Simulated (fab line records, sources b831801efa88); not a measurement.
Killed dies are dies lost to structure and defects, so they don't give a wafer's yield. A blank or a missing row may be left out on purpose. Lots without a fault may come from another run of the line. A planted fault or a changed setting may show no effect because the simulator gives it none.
fab line records | flow sky130
record lots=5 wafers=15 last_day=51
route steps=708 shown CONTACT@408 METAL1@434
lots that met no fault: from a run of the same line without faults
start_h: hours from the record's first day to the start of the lot's first wafer shown | wait_h: hours since the lot's step before | " the same as in the row above | L1.1+2: a row that stands for several wafers | - no value, or no start given | * or withheld: withheld | < > ~ a bound
route shown NAME@n: a module of which the file shows steps, and the number in the route of the first | usual: mean/standard deviation of fault-free wafers | same: alike in all rows | chamber/n: place in a boat | sites: the reading at each site | _std_site: their standard deviation | _edge_site: outer sites' mean less inner sites' | radius_mm: how far each site lies from the wafer's centre | mask NAME#n: copy n | behind: the tool/chamber that last shaped the wafer | hold: why the lot was held/for how many hours/how that ended | device: the transistor (n, p or np) that didn't switch | end of line: the same wafers' tests at the end of the route | a step without rows: its recipe alone | killed: dies lost to structure and defects at the first sort, not the wafer's yield | map: a wafer's dies, x killed, . not, _ none there
set.NAME: the setting as run; set.NAME@STEP: as run at that earlier step | model.NAME: the simulator's own value behind a step, which no gauge read
lots at some steps of the route; a table a step, a row a wafer
services: from which hour (start_h, from the record's first day; less than 0 if before it) a tool's chamber was out of use, for how many hours, and why
## steps
# step SKY_CONTACT_HDPCVD_02
# recipe material=SiO2 target_thk_nm=565 sigma_open_frac=0.3 time_s=94.2 temp_c=600 sih4_flow_sccm=60 pressure_mtorr=6
# columns lot.wafer tool chamber start_h wait_h
L075.2+5+6 hdpcvd-02 1,2,0 753.96 0.0
L077.3+4+6 hdpcvd-02 2,2,0 782.14 0.0
L081.1+4+6 hdpcvd-02 1,2,1 807.00 0.1
L084.3+4+6 hdpcvd-02 1,0,1 827.47 0.0
L096.1+4+5 hdpcvd-01 2,1,2 904.81 0.1
# step SKY_CONTACT_THK_MEAS_03
# recipe reads=SiO2_of_CONTACT_HDPCVD_02
# usual CONTACT_HDPCVD_THK=568/5.4
# columns lot.wafer tool chamber start_h wait_h CONTACT_HDPCVD_THK[nm]
L075.2 film_metro-03 - 754.04 0.0 569
L075.5 " - " " 571
L075.6 " - " " 566
L077.3 film_metro-03 - 782.23 0.1 572
L077.4 " - " " 566
L077.6 " - " " 572
L081.1 film_metro-03 - 807.07 0.0 570
L081.4 " - " " 567
L081.6 " - " " 566
L084.3 film_metro-01 - 827.56 0.1 583
L084.4 " - " " 568
L084.6 " - " " 572
L096.1 film_metro-02 - 904.87 0.0 571
L096.4 " - " " 574
L096.5 " - " " 568
# step SKY_CONTACT_CMP_04
# recipe material=SiO2 down_force_psi=4 platen_rpm=60 pad_velocity_m_s=0.94248
# usual motor_current_A=12.2/0.77 retaining_ring_pressure_frac=1.000/0.005 slurry_flow_ml_min=150.0/0.46 time_to_endpoint_s=85/4.1
# columns lot.wafer tool chamber start_h wait_h motor_current_A retaining_ring_pressure_frac slurry_flow_ml_min time_to_endpoint_s
L075.2 cmp-02 1 754.09 0.0 12.7 0.992 149.8 86
L075.5 " 1 " " 12.9 0.990 150.1 85
L075.6 " 2 " " 9.9 1.001 150.0 92
L077.3 cmp-02 2 782.32 0.1 11.1 1.004 149.8 93
L077.4 " 0 " " 12.0 1.000 150.5 82
L077.6 " 2 " " 10.9 0.996 149.5 90
L081.1 cmp-01 3 807.13 0.1 12.1 1.002 150.1 87
L081.4 " 1 " " 12.0 0.996 149.5 86
L081.6 " 0 " " 12.3 1.004 150.0 82
L084.4 cmp-01 1 827.65 0.1 12.2 1.003 149.7 86
L084.3 " 3 " " 13.0 1.002 149.6 88
L084.6 " 0 " " 12.5 0.994 150.0 85
L096.1 cmp-02 3 905.09 0.2 12.6 1.009 150.7 82
L096.4 " 0 " " 11.6 1.003 150.4 84
L096.5 " 2 " " 10.7 1.006 149.9 88
# step SKY_CONTACT_BOW_MEAS_05
# recipe mode=bow
# usual CONTACT_BOW=80/5.6
# columns lot.wafer tool chamber start_h wait_h CONTACT_BOW[um]
L075.2 film_metro-02 - 754.41 0.3 75
L075.5 " - " " 78
L075.6 " - " " 87
L077.3 film_metro-03 - 782.61 0.2 82
L077.4 " - " " 85
L077.6 " - " " 76
L081.1 film_metro-02 - 807.43 0.2 79
L081.4 " - " " 93
L081.6 " - " " 90
L084.3 film_metro-03 - 827.94 0.1 67
L084.4 " - " " 73
L084.6 " - " " 80
L096.1 film_metro-02 - 905.29 0.1 87
L096.4 " - " " 84
L096.5 " - " " 78
# step SKY_CONTACT_DEHYDRATE_06
# recipe temp_c=200 time_s=60
# usual chill_plate_temp_C=23.03/0.11
# columns lot.wafer tool chamber start_h wait_h chill_plate_temp_C
L075.2 litho_track-02 0 766.07 11.6 23.06
L075.5 " 0 " " 22.98
L075.6 " 0 " " 23.18
L077.3 litho_track-04 0 793.90 11.3 22.98
L077.4 " 0 " " 22.98
L077.6 " 0 " " 22.95
L081.1 litho_track-02 0 819.35 11.9 22.84
L081.4 " 0 " " 23.12
L081.6 " 0 " " 23.08
L084.3 litho_track-04 0 841.65 13.7 23.04
L084.4 " 0 " " 23.02
L084.6 " 0 " " 22.95
L096.1 litho_track-02 0 918.60 13.3 23.00
L096.4 " 0 " " 23.02
L096.5 " 0 " " 22.96
# step SKY_CONTACT_HMDS_07
# recipe prime_time_s=60 prime_temp_c=120
# usual chill_plate_temp_C=23.01/0.099
# columns lot.wafer tool chamber start_h wait_h chill_plate_temp_C
L075.2 litho_track-02 0 766.22 0.1 23.15
L075.5 " 0 " " 23.07
L075.6 " 0 " " 23.09
L077.3 litho_track-04 0 794.05 0.1 22.98
L077.4 " 0 " " 22.87
L077.6 " 0 " " 23.12
L081.1 litho_track-02 0 819.50 0.1 22.99
L081.4 " 0 " " 23.10
L081.6 " 0 " " 23.22
L084.3 litho_track-04 0 841.80 0.1 23.02
L084.4 " 0 " " 22.93
L084.6 " 0 " " 22.96
L096.1 litho_track-02 0 918.75 0.1 22.77
L096.4 " 0 " " 22.98
L096.5 " 0 " " 23.09
# step SKY_CONTACT_COAT_08
# recipe resist=BARC temp_c=withheld time_s=withheld spin_rpm=3000 resist_thk_nm=60
# usual chill_plate_temp_C=* dispense_pressure_kPa=50/4.5
# columns lot.wafer tool chamber start_h wait_h chill_plate_temp_C dispense_pressure_kPa
L075.2 litho_track-02 0 766.37 0.1 * 46
L075.5 " 0 " " * 46
L075.6 " 0 " " * 46
L077.3 litho_track-04 0 794.20 0.1 * 55
L077.4 " 0 " " * 55
L077.6 " 0 " " * 55
L081.1 litho_track-02 0 819.65 0.1 * 46
L081.4 " 0 " " * 46
L081.6 " 0 " " * 46
L084.3 litho_track-04 0 841.95 0.1 * 55
L084.4 " 0 " " * 55
L084.6 " 0 " " * 55
L096.1 litho_track-02 0 918.90 0.1 * 46
L096.4 " 0 " " * 46
L096.5 " 0 " " * 46
# step SKY_CONTACT_COAT_09
# recipe resist=KrF-thick spin_rpm=3000 resist_thk_nm=450
# usual chill_plate_temp_C=23.01/0.12 dispense_pressure_kPa=50/4.5
# columns lot.wafer tool chamber start_h wait_h chill_plate_temp_C dispense_pressure_kPa
L075.2 litho_track-02 0 - - 22.87 46
L075.5 " 0 " " 23.08 46
L075.6 " 0 " " 22.94 46
L077.3 litho_track-04 0 - - 23.01 55
L077.4 " 0 " " 23.08 55
L077.6 " 0 " " 22.99 55
L081.1 litho_track-02 0 - - 23.03 46
L081.4 " 0 " " 23.16 46
L081.6 " 0 " " 23.07 46
L084.3 litho_track-04 0 - - 23.04 55
L084.4 " 0 " " 22.87 55
L084.6 " 0 " " 22.87 55
L096.1 litho_track-02 0 - - 23.28 46
L096.4 " 0 " " 23.26 46
L096.5 " 0 " " 23.04 46
# step SKY_CONTACT_SOFTBAKE_10
# recipe temp_c=100 time_s=90 resist=KrF-thick
# usual chill_plate_temp_C=22.99/0.11
# columns lot.wafer tool chamber start_h wait_h chill_plate_temp_C
L075.2 litho_track-02 0 - - 22.99
L075.5 " 0 " " 22.91
L075.6 " 0 " " 22.89
L077.3 litho_track-04 0 - - 23.13
L077.4 " 0 " " 23.03
L077.6 " 0 " " 22.99
L081.1 litho_track-02 0 - - 22.88
L081.4 " 0 " " 22.90
L081.6 " 0 " " 23.11
L084.3 litho_track-04 0 - - 22.88
L084.4 " 0 " " 23.13
L084.6 " 0 " " 22.93
L096.1 litho_track-02 0 - - 22.90
L096.4 " 0 " " 22.69
L096.5 " 0 " " 23.06
# step SKY_CONTACT_EXPOSE_11
# recipe mask_id=CTM1 na=0.8 source_shape=annular sigma_inner=0.55 sigma_outer=0.85 target_cd_nm=170 dose_mj=38
# usual reticle_temp_C=22.99/0.089
# columns lot.wafer tool chamber start_h wait_h mask reticle_temp_C
L075.2 krf_scanner-01 0 - - CTM1#0 23.03
L075.5 " 0 " " CTM1#0 22.89
L075.6 " 0 " " CTM1#0 22.97
L077.3 krf_scanner-01 0 - - CTM1#0 23.09
L077.4 " 0 " " CTM1#0 23.16
L077.6 " 0 " " CTM1#0 23.22
L081.1 krf_scanner-01 0 - - CTM1#0 23.07
L081.4 " 0 " " CTM1#0 23.07
L081.6 " 0 " " CTM1#0 23.08
L084.3 krf_scanner-01 0 - - CTM1#0 22.96
L084.4 " 0 " " CTM1#0 23.06
L084.6 " 0 " " CTM1#0 22.96
L096.1 krf_scanner-02 0 - - CTM1#0 22.98
L096.4 " 0 " " CTM1#0 22.91
L096.5 " 0 " " CTM1#0 22.91
# step SKY_CONTACT_PEB_12
# recipe peb_temp_c=withheld peb_time_s=withheld resist=KrF-thick
# usual chill_plate_temp_C=*
# columns lot.wafer tool chamber start_h wait_h chill_plate_temp_C
L075.2 litho_track-04 0 - - *
L075.5 " 0 " " *
L075.6 " 0 " " *
L077.3 litho_track-02 0 - - *
L077.4 " 0 " " *
L077.6 " 0 " " *
L081.1 litho_track-02 0 - - *
L081.4 " 0 " " *
L081.6 " 0 " " *
L084.3 litho_track-02 0 - - *
L084.4 " 0 " " *
L084.6 " 0 " " *
L096.1 litho_track-02 0 - - *
L096.4 " 0 " " *
L096.5 " 0 " " *
# step SKY_CONTACT_DEVELOP_13
# recipe develop_time_s=60 resist=KrF-thick dev_temp_c=21
# usual chill_plate_temp_C=23.01/0.11 developer_temp_C=20.99/0.097
# columns lot.wafer tool chamber start_h wait_h chill_plate_temp_C developer_temp_C
L075.2 litho_track-04 0 - - 22.99 20.84
L075.5 " 0 " " 23.12 21.06
L075.6 " 0 " " 22.98 20.97
L077.3 litho_track-02 0 - - 23.16 20.94
L077.4 " 0 " " 23.02 20.89
L077.6 " 0 " " 23.08 21.01
L081.1 litho_track-02 0 - - 23.15 21.13
L081.4 " 0 " " 23.10 21.05
L081.6 " 0 " " 23.04 20.95
L084.3 litho_track-02 0 - - 22.75 20.82
L084.4 " 0 " " 22.94 20.93
L084.6 " 0 " " 22.90 20.88
L096.1 litho_track-02 0 - - 22.94 20.90
L096.4 " 0 " " 23.04 20.98
L096.5 " 0 " " 22.87 21.09
# step SKY_CONTACT_CD_MEAS_14
# recipe target_cd_nm=170
# usual cd_nm=170.2/1.2
# columns lot.wafer tool chamber start_h wait_h cd_nm
L075.2 cd_sem-02 - 781.12 - 169.6
L075.5 " - " " 168.8
L075.6 " - " " 167.8
L077.3 cd_sem-01 - 809.09 - 170.3
L077.4 " - " " 169.4
L077.6 " - " " 170.9
L081.1 cd_sem-02 - 834.05 - 169.4
L081.4 " - " " 170.3
L081.6 " - " " 170.2
L084.3 cd_sem-01 - 855.14 - 170.8
L084.4 " - " " 171.1
L084.6 " - " " 170.4
L096.1 cd_sem-02 - 931.50 - 170.9
L096.4 " - " " 170.4
L096.5 " - " " 172.2
# step SKY_CONTACT_OVL_MEAS_15
# usual CONTACT_OVL=-3/5.2
# columns lot.wafer tool chamber start_h wait_h CONTACT_OVL[nm]
L075.2 overlay-02 - 781.23 0.1 -2
L075.5 " - " " -1
L075.6 " - " " -8
L077.3 overlay-01 - 809.18 0.1 -2
L077.4 " - " " -1
L077.6 " - " " 4
L081.1 overlay-01 - 834.17 0.1 -7
L081.4 " - " " -6
L081.6 " - " " -1
L084.3 overlay-02 - 855.23 0.1 -8
L084.4 " - " " 0
L084.6 " - " " -2
L096.1 overlay-01 - 931.62 0.1 -3
L096.4 " - " " -14
L096.5 " - " " -5
# step SKY_CONTACT_ETCH_16
# recipe chemistry=N2/H2 target=BARC ion_energy_ev=207.1 source_w=500 bias_w=100 pressure_mtorr=30 n2_flow_sccm=100 h2_flow_sccm=200 stop_on=SiO2 time_s=45.9 target_depth_a=600
# usual drypump_motor_current_A=5.7/0.49 oes_product_au=0.854/0.0051 throttle_valve_pct=13.226/0.011
# columns lot.wafer tool chamber start_h wait_h drypump_motor_current_A oes_product_au rf_hours_counter_h throttle_valve_pct
L075.2 rie_diel-01 2 781.26 0.0 5.9 0.856 0 13.220
L075.5 " 2 " " 5.9 0.851 - 13.235
L075.6 " 1 " " 5.0 0.860 - 13.241
L077.3 rie_diel-04 3 809.21 0.0 5.5 0.856 13 13.226
L077.4 " 0 " " 5.7 0.858 21 13.221
L077.6 " 0 " " 5.7 0.850 - 13.228
L081.1 rie_diel-03 2 834.21 0.0 5.9 0.858 21 13.221
L081.4 " 3 " " 6.3 0.849 22 13.219
L081.6 " 1 " " 6.6 0.854 - 13.224
L084.3 rie_diel-01 0 855.26 0.0 5.8 0.846 15 13.227
L084.4 " 2 " " 5.9 0.847 2 13.217
L084.6 " 0 " " 5.8 0.851 - 13.221
L096.1 rie_diel-03 2 931.66 0.0 5.8 0.858 24 13.222
L096.4 " 0 " " 4.8 0.857 9 13.218
L096.5 " 1 " " 6.6 0.856 - 13.229
# step SKY_CONTACT_ETCH_17
# recipe target=SiO2 chemistry=C4F8/O2/Ar stop_on=Si3N4 mask_material=KrF-thick source_w=1500 bias_w=1200 pressure_mtorr=40 c4f8_flow_sccm=withheld O2_flow_sccm=6 Ar_flow_sccm=300 time_s=withheld target_depth_a=3400
# usual oes_product_au=0.892/0.005
# columns lot.wafer tool chamber start_h wait_h oes_product_au
L075.2 rie_diel-01 2 781.30 0.0 0.891
L075.5 " 2 " " 0.891
L075.6 " 1 " " 0.899
L077.3 rie_diel-04 3 809.25 0.0 0.897
L077.4 " 0 " " 0.895
L077.6 " 0 " " 0.895
L081.1 rie_diel-03 2 834.25 0.0 0.896
L081.4 " 3 " " 0.889
L081.6 " 1 " " 0.890
L084.3 rie_diel-01 0 855.30 0.0 0.889
L084.4 " 2 " " 0.895
L084.6 " 0 " " 0.890
L096.1 rie_diel-03 2 931.70 0.0 0.888
L096.4 " 0 " " 0.898
L096.5 " 1 " " 0.898
# step SKY_CONTACT_ETCH_18
# recipe target=Si3N4 chemistry=CHF3/O2 stop_on=TiN source_w=600 bias_w=200 pressure_mtorr=40 chf3_flow_sccm=50 O2_flow_sccm=5 time_s=39 target_depth_a=750
# usual chf3_flow_sccm=50.01/0.15 drypump_motor_current_A=5.7/0.49 oes_product_au=0.855/0.0079 throttle_valve_pct=8.793/0.0095
# columns lot.wafer tool chamber start_h wait_h chf3_flow_sccm drypump_motor_current_A oes_product_au rf_hours_counter_h throttle_valve_pct
L075.2 rie_diel-01 2 - - 50.06 5.9 0.853 0 8.790
L075.5 " 2 " " 49.84 5.9 0.859 - 8.787
L075.6 " 1 " " 50.29 4.9 0.857 - 8.801
L077.3 rie_diel-04 3 - - 49.78 5.5 0.848 13 8.795
L077.4 " 0 " " 50.32 5.7 0.852 21 8.798
L077.6 " 0 " " 50.06 5.7 0.859 - 8.787
L081.1 rie_diel-03 2 - - 50.08 5.8 0.862 21 8.781
L081.4 " 3 " " 49.83 6.3 0.870 22 8.797
L081.6 " 1 " " 49.82 6.6 0.877 - 8.799
L084.3 rie_diel-01 0 - - 49.97 5.8 0.854 15 8.792
L084.4 " 2 " " 50.02 5.9 0.863 2 8.798
L084.6 " 0 " " 49.97 5.8 0.861 - 8.782
L096.1 rie_diel-03 2 - - 50.08 5.8 0.844 24 8.785
L096.4 " 0 " " 50.02 4.8 0.855 9 8.785
L096.5 " 1 " " 49.98 6.6 0.860 - 8.790
# step SKY_CONTACT_STRIP_19
# recipe chemistry=O2/N2 power_w=1400 pressure_mtorr=1500 platen_temp_c=withheld o2_flow_sccm=3000 n2_flow_sccm=300 overash_fraction=0.5
# usual drypump_motor_current_A=5.8/0.47 oes_product_au=0.381/0.0048 strip_time_to_endpoint_s=3.615/0.029
# columns lot.wafer tool chamber start_h wait_h drypump_motor_current_A oes_product_au rf_hours_counter_h strip_time_to_endpoint_s
L075.2 plasma_asher-04 0 781.39 - 5.8 0.390 35 3.632
L075.5 " 1 " " 5.4 0.385 - 3.631
L075.6 " 0 " " 5.8 0.379 - 3.655
L077.3 plasma_asher-01 1 809.37 - 6.6 0.383 - 3.630
L077.4 " 0 " " 5.8 0.384 - 3.624
L077.6 " 0 " " 5.8 0.375 - 3.607
L081.1 plasma_asher-03 0 834.34 - 5.7 0.391 99 3.680
L081.4 " 0 " " 5.7 0.381 - 3.618
L081.6 " 1 " " 5.1 0.381 - 3.646
L084.3 plasma_asher-04 1 855.42 - 5.4 0.384 - 3.584
L084.4 " 0 " " 5.8 0.376 - 3.567
L084.6 " 1 " " 5.4 0.380 - 3.609
L096.1 plasma_asher-01 0 931.79 - 5.8 0.386 20 3.608
L096.4 " 0 " " 5.8 0.377 - 3.605
L096.5 " 0 " " 5.8 0.381 - 3.599
# step SKY_CONTACT_STRIP_20
# recipe chemistry=post_etch_residue_remover time_s=1200 temp_c=72.5
# columns lot.wafer tool chamber start_h wait_h
L075.2+5+6 wet_bench-01 3 781.49 0.1
L077.3+4+6 wet_bench-01 2 809.44 0.0
L081.1+4+6 wet_bench-03 3 834.44 0.1
L084.3+4+6 wet_bench-01 0 855.49 0.0
L096.1+4+5 wet_bench-03 1 931.89 0.1
# step SKY_CONTACT_CLEAN_21
# recipe chemistry=IPA time_s=180 temp_c=25
# columns lot.wafer tool chamber start_h wait_h
L075.2+5+6 wet_bench-03 3 781.83 0.0
L077.3+4+6 wet_bench-02 2 809.81 0.0
L081.1+4+6 wet_bench-01 1 834.81 0.0
L084.3+4+6 wet_bench-03 2 855.83 0.0
L096.1+4+5 wet_bench-02 3 932.23 0.0
# step SKY_CONTACT_CLEAN_22
# recipe chemistry=O3/DIW dry=n2_spin
# columns lot.wafer tool chamber start_h wait_h
L075.2+5+6 wet_bench-01 0 781.89 0.0
L077.3+4+6 wet_bench-03 0 809.87 0.0
L081.1+4+6 wet_bench-03 2 834.87 0.0
L084.3+4+6 wet_bench-02 1 855.96 0.0
L096.1+4+5 wet_bench-01 2 932.29 0.0
# step SKY_CONTACT_SPUTTER_23
# recipe material=TiN target_thk_nm=20 chamber_pressure_pa=5 power_w=4000 time_s=80
# usual throttle_valve_pct=30.6/0.79
# columns lot.wafer tool chamber start_h wait_h throttle_valve_pct
L075.2 pvd_sputter-04 - 781.98 0.0 30.3
L075.5 " - " " 30.9
L075.6 " - " " 30.7
L077.3 pvd_sputter-03 - 810.06 0.0 32.0
L077.4 " - " " 30.2
L077.6 " - " " 29.5
L081.1 pvd_sputter-02 - 834.97 0.0 29.9
L081.4 " - " " 30.0
L081.6 " - " " 30.9
L084.3 pvd_sputter-03 - 856.16 0.0 29.3
L084.4 " - " " 31.8
L084.6 " - " " 30.5
L096.1 pvd_sputter-03 - 932.38 0.0 29.3
L096.4 " - " " 30.6
L096.5 " - " " 29.4
# step SKY_CONTACT_CVD_24
# recipe material=W target_thk_nm=340 time_s=102.12 temp_c=400 pressure_torr=40
# usual heater_power_w=871/41
# columns lot.wafer tool chamber start_h wait_h heater_power_w
L075.2 cvd_w-02 0 782.04 0.0 878
L075.5 " 1 " " 885
L075.6 " 0 " " 903
L077.3 cvd_w-01 0 810.19 0.1 815
L077.4 " 0 " " 817
L077.6 " 0 " " 831
L081.1 cvd_w-02 1 835.04 0.0 877
L081.4 " 0 " " 906
L081.6 " 1 " " 904
L084.3 cvd_w-01 1 856.25 0.1 928
L084.4 " 0 " " 826
L084.6 " 1 " " 890
L096.1 cvd_w-01 0 932.44 0.0 775
L096.4 " 1 " " 849
L096.5 " 1 " " 841
# step SKY_CONTACT_RS_MEAS_25
# recipe thk_meas_gauge=four-point-probe reads=W_of_CONTACT_CVD_24+TiN_of_CONTACT_SPUTTER_23
# usual CONTACT_W_RS=0.332/0.0085
# columns lot.wafer tool chamber start_h wait_h CONTACT_W_RS[ohm/sq]
L075.2 film_metro-01 - 782.17 0.1 0.340
L075.5 " - " " 0.323
L075.6 " - " " 0.339
L077.3 film_metro-02 - 810.38 0.2 0.339
L077.4 " - " " 0.338
L077.6 " - " " 0.337
L081.1 film_metro-02 - 835.15 0.1 0.317
L081.4 " - " " 0.334
L081.6 " - " " 0.317
L084.3 film_metro-01 - 856.37 0.1 0.340
L084.4 " - " " 0.332
L084.6 " - " " 0.342
L096.1 film_metro-02 - 932.55 0.1 0.333
L096.4 " - " " 0.336
L096.5 " - " " 0.339
# step SKY_CONTACT_THK_MEAS_26
# recipe thk_meas_gauge=xrf reads=W_of_CONTACT_CVD_24
# usual CONTACT_W_THK=347/9.1
# columns lot.wafer tool chamber start_h wait_h CONTACT_W_THK[nm]
L075.2 film_metro-01 - 782.28 0.1 335
L075.5 " - " " 353
L075.6 " - " " 337
L077.3 film_metro-02 - 810.48 0.1 341
L077.4 " - " " 342
L077.6 " - " " 341
L081.1 film_metro-02 - 835.27 0.1 366
L081.4 " - " " 344
L081.6 " - " " 365
L084.3 film_metro-01 - 856.47 0.1 338
L084.4 " - " " 350
L084.6 " - " " 338
L096.1 film_metro-02 - 932.67 0.1 345
L096.4 " - " " 342
L096.5 " - " " 338
# step SKY_CONTACT_CMP_27
# recipe stop_on=SiO2 t_overpolish_s=13.91 down_force_psi=3.5 platen_rpm=60 target_thk_nm=0 pad_velocity_m_s=0.94248
# usual motor_current_A=11.2/0.76 overpolish_run_s=13.910/0.0087 retaining_ring_pressure_frac=1.000/0.0049 slurry_flow_ml_min=150.0/0.45 time_to_endpoint_s=85/4.5
# columns lot.wafer tool chamber start_h wait_h motor_current_A overpolish_run_s retaining_ring_pressure_frac slurry_flow_ml_min time_to_endpoint_s
L075.2 cmp-02 2 782.67 0.4 10.5 13.911 0.999 149.8 91
L075.6 " 0 " " 11.0 13.903 0.995 149.9 79
L075.5 " 1 " " 11.7 13.915 1.005 150.3 86
L077.3 cmp-01 1 810.66 0.2 10.8 13.913 1.000 150.0 84
L077.4 " 3 " " 11.9 13.909 0.992 149.7 86
L077.6 " 0 " " 10.8 13.928 0.993 149.5 79
L081.1 cmp-02 3 835.33 0.1 11.2 13.891 1.007 150.4 88
L081.4 " 2 " " 10.1 13.901 1.009 150.5 83
L081.6 " 0 " " 11.0 13.899 0.993 149.7 84
L084.3 cmp-02 2 856.51 0.0 9.9 13.900 0.998 149.8 86
L084.4 " 0 " " 11.4 13.904 1.013 149.8 81
L084.6 " 2 " " 9.9 13.931 0.999 150.2 86
L096.4 cmp-02 1 932.81 0.1 11.6 13.910 1.000 149.7 82
L096.1 " 2 " " 10.1 13.913 1.001 149.7 87
L096.5 " 0 " " 11.1 13.920 0.999 149.6 79
# step SKY_METAL1_SPUTTER_00
# recipe material=Ti target_thk_nm=15 power_w=3000 time_s=10 chamber_pressure_pa=0.4
# usual throttle_valve_pct=30.2/1.2
# columns lot.wafer tool chamber start_h wait_h throttle_valve_pct
L075.2 pvd_sputter-01 - 782.87 0.1 29.8
L075.5 " - " " 29.5
L075.6 " - " " 30.0
L077.3 pvd_sputter-01 - 810.91 0.2 31.0
L077.4 " - " " 27.8
L077.6 " - " " 27.9
L081.1 pvd_sputter-01 - 835.63 0.2 29.8
L081.4 " - " " 30.1
L081.6 " - " " 29.8
L084.3 pvd_sputter-01 - 856.81 0.2 27.9
L084.4 " - " " 31.0
L084.6 " - " " 31.0
L096.1 pvd_sputter-01 - 933.06 0.1 29.6
L096.4 " - " " 28.0
L096.5 " - " " 27.7
# step SKY_METAL1_SPUTTER_01
# recipe material=TiN target_thk_nm=20 power_w=6500 time_s=16.7 chamber_pressure_pa=0.4
# usual throttle_valve_pct=30.2/1.2
# columns lot.wafer tool chamber start_h wait_h throttle_valve_pct
L075.2 pvd_sputter-01 - 782.89 0.0 29.4
L075.5 " - " " 29.6
L075.6 " - " " 30.2
L077.3 pvd_sputter-01 - 810.93 0.0 30.9
L077.4 " - " " 27.9
L077.6 " - " " 28.0
L081.1 pvd_sputter-01 - 835.65 0.0 29.6
L081.4 " - " " 30.2
L081.6 " - " " 29.8
L084.3 pvd_sputter-01 - 856.83 0.0 27.9
L084.4 " - " " 30.7
L084.6 " - " " 31.0
L096.1 pvd_sputter-01 - 933.09 0.0 29.9
L096.4 " - " " 28.0
L096.5 " - " " 27.7
# step SKY_METAL1_SPUTTER_02
# recipe material=AlCu target_thk_nm=250 power_w=10600 time_s=13.3 chamber_pressure_pa=0.4
# usual throttle_valve_pct=30.2/1.2
# columns lot.wafer tool chamber start_h wait_h throttle_valve_pct
L075.2 pvd_sputter-01 - 782.92 0.0 29.6
L075.5 " - " " 29.9
L075.6 " - " " 30.1
L077.3 pvd_sputter-01 - 810.96 0.0 31.1
L077.4 " - " " 28.1
L077.6 " - " " 27.9
L081.1 pvd_sputter-01 - 835.67 0.0 29.5
L081.4 " - " " 30.2
L081.6 " - " " 29.9
L084.3 pvd_sputter-01 - 856.86 0.0 28.0
L084.4 " - " " 31.1
L084.6 " - " " 31.3
L096.1 pvd_sputter-01 - 933.11 0.0 29.7
L096.4 " - " " 28.0
L096.5 " - " " 28.0
# step SKY_METAL1_SPUTTER_03
# recipe material=Ti target_thk_nm=5 power_w=3000 time_s=3.3 chamber_pressure_pa=0.4
# usual throttle_valve_pct=30.2/1.1
# columns lot.wafer tool chamber start_h wait_h throttle_valve_pct
L075.2 pvd_sputter-01 - 782.94 0.0 30.0
L075.5 " - " " 29.7
L075.6 " - " " 30.3
L077.3 pvd_sputter-01 - 810.98 0.0 30.6
L077.4 " - " " 28.0
L077.6 " - " " 27.9
L081.1 pvd_sputter-01 - 835.70 0.0 29.9
L081.4 " - " " 30.3
L081.6 " - " " 29.8
L084.3 pvd_sputter-01 - 856.88 0.0 28.0
L084.4 " - " " 31.0
L084.6 " - " " 31.2
L096.1 pvd_sputter-01 - 933.14 0.0 29.5
L096.4 " - " " 27.8
L096.5 " - " " 27.9
# step SKY_METAL1_SPUTTER_04
# recipe material=TiN target_thk_nm=70 power_w=6500 time_s=58.3 chamber_pressure_pa=0.4
# usual throttle_valve_pct=30.2/1.2
# columns lot.wafer tool chamber start_h wait_h throttle_valve_pct
L075.2 pvd_sputter-01 - 782.96 0.0 29.6
L075.5 " - " " 29.9
L075.6 " - " " 30.2
L077.3 pvd_sputter-01 - 811.00 0.0 30.9
L077.4 " - " " 27.7
L077.6 " - " " 27.9
L081.1 pvd_sputter-01 - 835.72 0.0 29.7
L081.4 " - " " 30.5
L081.6 " - " " 29.6
L084.3 pvd_sputter-01 - 856.90 0.0 28.1
L084.4 " - " " 31.0
L084.6 " - " " 31.3
L096.1 pvd_sputter-01 - 933.15 0.0 29.8
L096.4 " - " " 27.6
L096.5 " - " " 27.8
# step SKY_METAL1_RS_MEAS_05
# recipe thk_meas_gauge=four-point-probe reads=TiN_of_METAL1_SPUTTER_04+Ti_of_METAL1_SPUTTER_03+AlCu_of_METAL1_SPUTTER_02+TiN_of_METAL1_SPUTTER_01+Ti_of_METAL1_SPUTTER_00
# usual METAL1_ALCU_RS=0.1262/0.0014
# columns lot.wafer tool chamber start_h wait_h METAL1_ALCU_RS[ohm/sq]
L075.2 film_metro-02 - 783.03 0.0 0.1260
L075.5 " - " " 0.1258
L075.6 " - " " 0.1262
L077.3 film_metro-04 - 811.09 0.1 0.1272
L077.4 " - " " 0.1267
L077.6 " - " " 0.1260
L081.1 film_metro-02 - 835.77 0.0 0.1241
L081.4 " - " " 0.1249
L081.6 " - " " 0.1244
L084.3 film_metro-03 - 856.99 0.1 0.1265
L084.4 " - " " 0.1272
L084.6 " - " " 0.1275
L096.1 film_metro-02 - 933.20 0.0 0.1275
L096.4 " - " " 0.1286
L096.5 " - " " 0.1281
# step SKY_METAL1_THK_MEAS_06
# recipe thk_meas_gauge=xrf reads=AlCu_of_METAL1_SPUTTER_02
# usual METAL1_ALCU_THK=247.5/2.7
# columns lot.wafer tool chamber start_h wait_h METAL1_ALCU_THK[nm]
L075.2 film_metro-02 - 783.14 0.1 246.8
L075.5 " - " " 246.8
L075.6 " - " " 246.4
L077.3 film_metro-04 - 811.19 0.1 246.3
L077.4 " - " " 248.3
L077.6 " - " " 249.1
L081.1 film_metro-02 - 835.89 0.1 249.7
L081.4 " - " " 247.8
L081.6 " - " " 249.3
L084.3 film_metro-03 - 857.09 0.1 245.6
L084.4 " - " " 245.6
L084.6 " - " " 245.2
L096.1 film_metro-02 - 933.32 0.1 244.8
L096.4 " - " " 241.7
L096.5 " - " " 244.1
## services
# columns tool chamber start_h hours kind
krf_scanner-01 - 736.53 0.8 repair
pvd_sputter-01 - 742.85 5.2 repair
cmp-01 - 744.01 4.0 pm
pvd_sputter-01 - 756.06 6.8 repair
rie_diel-04 2 758.78 4.1 repair
rie_diel-04 0 759.21 13.5 repair
rie_diel-01 1 763.23 4.7 repair
krf_scanner-01 - 775.57 1.3 pm
cmp-01 - 778.72 6.0 pm
krf_scanner-01 - 788.03 0.4 repair
cmp-02 - 798.86 16.5 pm
rie_diel-03 2 800.96 9.1 repair
pvd_sputter-03 - 802.62 2.4 repair
krf_scanner-01 - 803.08 4.0 pm
rie_diel-03 1 804.50 1.6 repair
krf_scanner-01 - 813.97 3.6 pm
rie_diel-01 0 842.46 7.6 repair
rie_diel-01 1 843.13 3.0 repair
rie_diel-01 1 847.01 5.0 repair
rie_diel-01 - 860.24 2.8 pm
krf_scanner-01 - 883.75 0.8 pm
krf_scanner-01 - 891.43 1.0 pm
rie_diel-03 2 900.36 14.8 repair
cmp-02 - 912.29 4.0 pm
## key
fault none
